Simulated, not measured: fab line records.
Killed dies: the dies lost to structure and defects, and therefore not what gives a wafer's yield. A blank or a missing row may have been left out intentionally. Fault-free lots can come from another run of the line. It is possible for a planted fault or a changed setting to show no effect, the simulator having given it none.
fab line records -- flow sky130
[record] lots = 5, wafers = 15, last-day = 49
route steps=708 shown DNWELL@42 PWDE@45 NWELL@56
lots that met no fault: from a run of the same line without faults
start-h: hours from the record's opening day to when the first of the lot's shown wafers began -- wait-h: hours elapsed since this lot's preceding step -- " as in the row above -- L1.1+2: a row that stands for several wafers -- - no value present, or no start provided -- * or withheld: withheld -- < > ~ a bound
route shown NAME@n: NAME is a module with steps in the file, n the number in the route of the first one -- usual: mean/standard deviation of fault-free wafers -- same: alike in all rows -- chamber/n: place in a boat -- sites: readings site by site -- _std_site: their standard deviation -- _edge_site: outer sites' mean less inner sites' -- radius-mm: for every site, how far away it sits from the centre of the wafer -- mask NAME#n: copy n -- behind: the most recent tool/chamber to have shaped the wafer -- hold: the reason the lot was held/the length of the hold in hours/how it ended -- device: transistor that didn't switch, given as n, p or np -- end of line: at the end of the route, the tests of the same wafers -- where a step has no rows: the recipe by itself -- killed: dies lost to structure and defects at the first sort, not the wafer's yield -- map: per-die view of a wafer (x killed, . not killed, _ where there is no die)
set.NAME: the setting that was run; set.NAME@STEP: the one run at that earlier step -- model.NAME: the simulator's own value behind a step, which no gauge read
lots seen at some steps along the route; tables by step, rows by wafer
services: the hour from which a tool's chamber was out of use, counted from the record's first day as start-h (under 0 if before that day), plus the number of hours and why
[[steps]]
[step SKY_DNWELL_IMPLANT_07]
[recipe] species = P, energy-kev = withheld, dose-cm2 = withheld, tilt-deg = withheld
[step SKY_DNWELL_STRIP_08]
[recipe] chemistry = O2/N2, power-w = 1400, pressure-mtorr = 1500, platen-temp-c = withheld, o2-flow-sccm = 3000, n2-flow-sccm = 300, overash-fraction = 0.5
[usual] drypump-motor-current-A = 5.9/0.44, oes-product-au = 0.722/0.0046, strip-time-to-endpoint-s = 37.00/0.12
lot.wafer,tool,chamber,start-h,wait-h,drypump-motor-current-A,oes-product-au,rf-hours-counter-h,strip-time-to-endpoint-s
L619.1,plasma-asher-03,0,64.84,0.1,6.5,0.725,38,36.83
L619.2,plasma-asher-03,1,64.84,0.1,5.9,0.720,38,36.86
L619.5,plasma-asher-03,0,64.84,0.1,6.5,0.724,-,36.82
L620.2,plasma-asher-02,1,69.04,0.1,6.0,0.727,41,37.27
L620.3,plasma-asher-02,0,69.04,0.1,5.9,0.722,-,37.14
L620.5,plasma-asher-02,0,69.04,0.1,5.9,0.726,-,37.16
L630.1,plasma-asher-02,1,125.84,0.1,6.0,0.722,46,36.97
L630.3,plasma-asher-02,1,125.84,0.1,6.0,0.725,-,36.91
L630.4,plasma-asher-02,0,125.84,0.1,5.9,0.716,-,36.96
L633.2,plasma-asher-04,1,138.78,0.1,5.1,0.718,31,37.01
L633.5,plasma-asher-04,0,138.78,0.1,5.2,0.721,-,37.09
L633.6,plasma-asher-04,1,138.78,0.1,5.1,0.727,-,37.08
L637.3,plasma-asher-03,0,162.37,0.1,6.5,0.727,-,37.23
L637.5,plasma-asher-03,0,162.37,0.1,6.5,0.719,-,37.24
L637.6,plasma-asher-03,1,162.37,0.1,5.9,0.726,-,37.08
[step SKY_DNWELL_TW_MEAS_09]
[usual] DNWELL_TW = 1123/13
lot.wafer,tool,chamber,start-h,wait-h,DNWELL_TW
L619.1,film-metro-01,-,64.94,0.1,1109
L619.2,film-metro-01,-,64.94,0.1,1103
L619.5,film-metro-01,-,64.94,0.1,1109
L620.2,film-metro-01,-,69.15,0.1,1111
L620.3,film-metro-01,-,69.15,0.1,1111
L620.5,film-metro-01,-,69.15,0.1,1111
L630.1,film-metro-01,-,125.94,0.1,1142
L630.3,film-metro-01,-,125.94,0.1,1133
L630.4,film-metro-01,-,125.94,0.1,1134
L633.2,film-metro-03,-,138.89,0.1,1132
L633.5,film-metro-03,-,138.89,0.1,1131
L633.6,film-metro-03,-,138.89,0.1,1133
L637.3,film-metro-03,-,162.46,0.1,1140
L637.5,film-metro-03,-,162.46,0.1,1139
L637.6,film-metro-03,-,162.46,0.1,1139
[step SKY_PWDE_DEHYDRATE_00]
[recipe] temp-c = 200, time-s = 60
[step SKY_PWDE_HMDS_01]
[recipe] prime-time-s = 60, prime-temp-c = 120
[step SKY_PWDE_COAT_02]
[recipe] spin-rpm = 2000, resist-thk-nm = 3000
[step SKY_PWDE_SOFTBAKE_03]
[recipe] temp-c = 110, time-s = withheld
[step SKY_PWDE_EXPOSE_04]
[recipe] mask-id = PWDEM, na = 0.6, source-shape = conventional, sigma-outer = 0.6, polarization = unpolarized, target-cd-nm = 840, dose-mj = 214
[step SKY_PWDE_PEB_05]
[recipe] temp-c = 115, time-s = withheld
[step SKY_PWDE_DEVELOP_06]
[recipe] wall-angle-deg = 90, developer = TMAH, develop-time-s = 60, dev-temp-c = 23
[step SKY_PWDE_OVL_MEAS_07]
[usual] PWDE_OVL = 1.0/1.3
lot.wafer,tool,chamber,start-h,wait-h,PWDE_OVL[nm]
L619.1,overlay-02,-,81.34,-,1.3
L619.2,overlay-02,-,81.34,-,0.6
L619.5,overlay-02,-,81.34,-,2.2
L620.2,overlay-02,-,85.51,-,-0.8
L620.3,overlay-02,-,85.51,-,0.2
L620.5,overlay-02,-,85.51,-,1.1
L630.1,overlay-02,-,145.09,-,0.7
L630.3,overlay-02,-,145.09,-,-0.7
L630.4,overlay-02,-,145.09,-,-1.0
L633.2,overlay-02,-,158.55,-,1.0
L633.5,overlay-02,-,158.55,-,2.1
L633.6,overlay-02,-,158.55,-,1.3
L637.3,overlay-01,-,182.67,-,3.6
L637.5,overlay-01,-,182.67,-,1.9
L637.6,overlay-01,-,182.67,-,2.1
[step SKY_PWDE_IMPLANT_08]
[recipe] species = B, energy-kev = 150, dose-cm2 = 3.6e+12, tilt-deg = withheld
[step SKY_PWDE_STRIP_09]
[recipe] chemistry = O2/N2, power-w = 1400, pressure-mtorr = 1500, platen-temp-c = withheld, o2-flow-sccm = 3000, n2-flow-sccm = 300, overash-fraction = 0.5
[usual] drypump-motor-current-A = 5.5/0.37, oes-product-au = 0.723/0.0042, strip-time-to-endpoint-s = 37.01/0.095
lot.wafer,tool,chamber,start-h,wait-h,drypump-motor-current-A,oes-product-au,rf-hours-counter-h,strip-time-to-endpoint-s,model.coat_of_PWDE_COAT_02.thk-nm
L619.1,plasma-asher-02,1,81.53,0.1,6.0,0.716,42,37.08,0
L619.2,plasma-asher-02,0,81.53,0.1,5.9,0.712,42,37.10,0
L619.5,plasma-asher-02,0,81.53,0.1,5.9,0.718,-,36.93,0
L620.2,plasma-asher-02,1,85.69,0.1,6.0,0.969,42,-,288.6
L620.3,plasma-asher-02,0,85.69,0.1,5.9,0.966,-,-,290
L620.5,plasma-asher-02,1,85.69,0.1,6.0,0.973,-,-,289.1
L630.1,plasma-asher-04,1,145.28,0.1,5.1,0.725,32,37.20,0
L630.3,plasma-asher-04,1,145.28,0.1,5.1,0.720,-,37.07,0
L630.4,plasma-asher-04,0,145.28,0.1,5.2,0.727,-,37.18,0
L633.2,plasma-asher-02,0,158.73,0.1,6.0,0.726,50,36.98,0
L633.5,plasma-asher-02,0,158.73,0.1,6.0,0.727,-,37.01,0
L633.6,plasma-asher-02,1,158.73,0.1,6.0,0.719,-,37.01,0
L637.3,plasma-asher-04,0,182.87,0.1,5.2,0.713,-,37.01,0
L637.5,plasma-asher-04,0,182.87,0.1,5.2,0.724,-,36.96,0
L637.6,plasma-asher-04,1,182.87,0.1,5.1,0.722,-,37.04,0
[step SKY_PWDE_TW_MEAS_10]
[usual] PWDE_TW = 377/3.9
lot.wafer,tool,chamber,start-h,wait-h,PWDE_TW
L619.1,film-metro-01,-,81.63,0.1,374
L619.2,film-metro-01,-,81.63,0.1,378
L619.5,film-metro-01,-,81.63,0.1,374
L620.2,film-metro-02,-,85.80,0.1,372
L620.3,film-metro-02,-,85.80,0.1,372
L620.5,film-metro-02,-,85.80,0.1,373
L630.1,film-metro-02,-,145.38,0.1,371
L630.3,film-metro-02,-,145.38,0.1,373
L630.4,film-metro-02,-,145.38,0.1,373
L633.2,film-metro-01,-,158.84,0.1,382
L633.5,film-metro-01,-,158.84,0.1,381
L633.6,film-metro-01,-,158.84,0.1,379
L637.3,film-metro-03,-,182.96,0.1,380
L637.5,film-metro-03,-,182.96,0.1,381
L637.6,film-metro-03,-,182.96,0.1,380
[step SKY_NWELL_DEHYDRATE_03]
[recipe] temp-c = 200, time-s = 60
[step SKY_NWELL_HMDS_04]
[recipe] prime-time-s = 60, prime-temp-c = 120
[step SKY_NWELL_COAT_05]
[recipe] spin-rpm = 2000, resist-thk-nm = 3000
[step SKY_NWELL_SOFTBAKE_06]
[recipe] temp-c = 110, time-s = withheld
[step SKY_NWELL_EXPOSE_07]
[recipe] mask-id = NWM, na = 0.6, source-shape = conventional, sigma-outer = 0.6, polarization = unpolarized, target-cd-nm = 840, dose-mj = 255
[step SKY_NWELL_PEB_08]
[recipe] temp-c = 115, time-s = withheld
[step SKY_NWELL_DEVELOP_09]
[recipe] wall-angle-deg = 90, developer = TMAH, develop-time-s = 60, dev-temp-c = 23
[step SKY_NWELL_OVL_MEAS_10]
[usual] NWELL_00_OVL = -0.2/1.3
lot.wafer,tool,chamber,start-h,wait-h,NWELL_00_OVL[nm]
L619.1,overlay-02,-,98.85,-,-0.9
L619.2,overlay-02,-,98.85,-,-1.5
L619.5,overlay-02,-,98.85,-,0.0
L620.2,overlay-02,-,103.04,-,-0.3
L620.3,overlay-02,-,103.04,-,0.2
L620.5,overlay-02,-,103.04,-,-0.7
L630.1,overlay-01,-,165.18,-,-1.4
L630.3,overlay-01,-,165.18,-,0.0
L630.4,overlay-01,-,165.18,-,0.7
L633.2,overlay-02,-,178.20,-,-1.5
L633.5,overlay-02,-,178.20,-,-2.2
L633.6,overlay-02,-,178.20,-,-3.8
L637.3,overlay-02,-,204.30,-,-0.8
L637.5,overlay-02,-,204.30,-,0.3
L637.6,overlay-02,-,204.30,-,-0.1
[step SKY_NWELL_IMPLANT_11]
[recipe] species = P, energy-kev = 400, dose-cm2 = 1.9e+13, tilt-deg = withheld
[step SKY_NWELL_IMPLANT_12]
[recipe] species = P, energy-kev = 120, dose-cm2 = 1.3e+12, tilt-deg = withheld
[step SKY_NWELL_IMPLANT_13]
[recipe] species = P, energy-kev = 50, dose-cm2 = 7e+11, tilt-deg = withheld
[step SKY_NWELL_STRIP_14]
[recipe] chemistry = O2/N2, power-w = 1400, pressure-mtorr = 1500, platen-temp-c = withheld, o2-flow-sccm = 3000, n2-flow-sccm = 300, overash-fraction = 0.5
[usual] drypump-motor-current-A = 5.7/0.44, oes-product-au = 0.722/0.0043, strip-time-to-endpoint-s = 37.02/0.11
lot.wafer,tool,chamber,start-h,wait-h,drypump-motor-current-A,oes-product-au,rf-hours-counter-h,strip-time-to-endpoint-s
L619.1,plasma-asher-01,1,99.34,0.1,5.4,0.721,42,37.05
L619.2,plasma-asher-01,0,99.34,0.1,5.2,0.721,42,37.06
L619.5,plasma-asher-01,1,99.34,0.1,5.3,0.725,-,36.91
L620.2,plasma-asher-01,1,103.52,0.1,5.3,0.727,43,41.30
L620.3,plasma-asher-01,1,103.52,0.1,5.4,0.721,-,41.22
L620.5,plasma-asher-01,0,103.52,0.1,5.2,0.722,-,41.27
L630.1,plasma-asher-03,1,165.67,0.1,5.9,0.719,49,37.01
L630.3,plasma-asher-03,1,165.67,0.1,5.9,0.719,-,36.92
L630.4,plasma-asher-03,0,165.67,0.1,6.5,0.720,-,37.06
L633.2,plasma-asher-02,0,178.68,0.1,6.0,0.729,51,37.12
L633.5,plasma-asher-02,0,178.68,0.1,5.9,0.716,-,37.10
L633.6,plasma-asher-02,1,178.68,0.1,6.0,0.723,-,36.99
L637.3,plasma-asher-02,0,204.80,0.1,6.0,0.717,-,37.11
L637.5,plasma-asher-02,0,204.80,0.1,6.0,0.720,-,36.97
L637.6,plasma-asher-02,1,204.80,0.1,6.0,0.723,-,37.04
[step SKY_NWELL_TW_MEAS_15]
[usual] NWELL_TW = 1828/20
lot.wafer,tool,chamber,start-h,wait-h,NWELL_TW
L619.1,film-metro-02,-,99.44,0.1,1805
L619.2,film-metro-02,-,99.44,0.1,1815
L619.5,film-metro-02,-,99.44,0.1,1814
L620.2,film-metro-02,-,103.63,0.1,1789
L620.3,film-metro-02,-,103.63,0.1,1787
L620.5,film-metro-02,-,103.63,0.1,1790
L630.1,film-metro-01,-,165.77,0.1,1868
L630.3,film-metro-01,-,165.77,0.1,1860
L630.4,film-metro-01,-,165.77,0.1,1859
L633.2,film-metro-02,-,178.79,0.1,1820
L633.5,film-metro-02,-,178.79,0.1,1807
L633.6,film-metro-02,-,178.79,0.1,1823
L637.3,film-metro-02,-,204.89,0.1,1812
L637.5,film-metro-02,-,204.89,0.1,1829
L637.6,film-metro-02,-,204.89,0.1,1813
[[services]]
tool,chamber,start-h,hours,kind
plasma-asher-01,-,108.75,9.0,pm
plasma-asher-01,0,108.75,9.0,vent-cycle
plasma-asher-01,1,108.75,9.0,vent-cycle
plasma-asher-01,0,117.75,-,clean
plasma-asher-01,1,117.75,-,clean
plasma-asher-04,-,142.21,0.7,repair
plasma-asher-03,-,191.77,4.0,repair
[[key]]
[first-sign] step = SKY_PWDE_STRIP_09, reading = oes-product-au, direction = up, sigmas = 59, usual = 0.723, struck = 0.969
[effect] step = SKY_NWELL_STRIP_14, reading = strip-time-to-endpoint-s, direction = up, sigmas = 37, usual = *, struck = *
[model-effect] step = SKY_PWDE_STRIP_09, value = coat_of_PWDE_COAT_02.thk-nm, without = 0, struck = 289.2
met-at SKY_PWDE_STRIP_09
struck-wafers L620.2,L620.3,L620.5
sort-left-out L620.2,L620.3,L620.5
tester-left-out L620
onset-between 81.53 85.69
[fault] kind = strip-aborted, tool = plasma-asher-02, chamber = -, onset-h = 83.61, steps = SKY_PWDE_STRIP_09, offset = 0.41055, end-h = 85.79
// tester-left-out: of these lots the tester's yield and bins aren't shown, on N5 and GAA mostly nor the transistor test; their killed dies are dies lost to structure and defects alone, not to doping, threshold or leakage, so they don't give the yield
// sort-left-out: the simulated sort isn't trusted on such a fault, so these wafers' sort isn't shown, and their yield isn't known
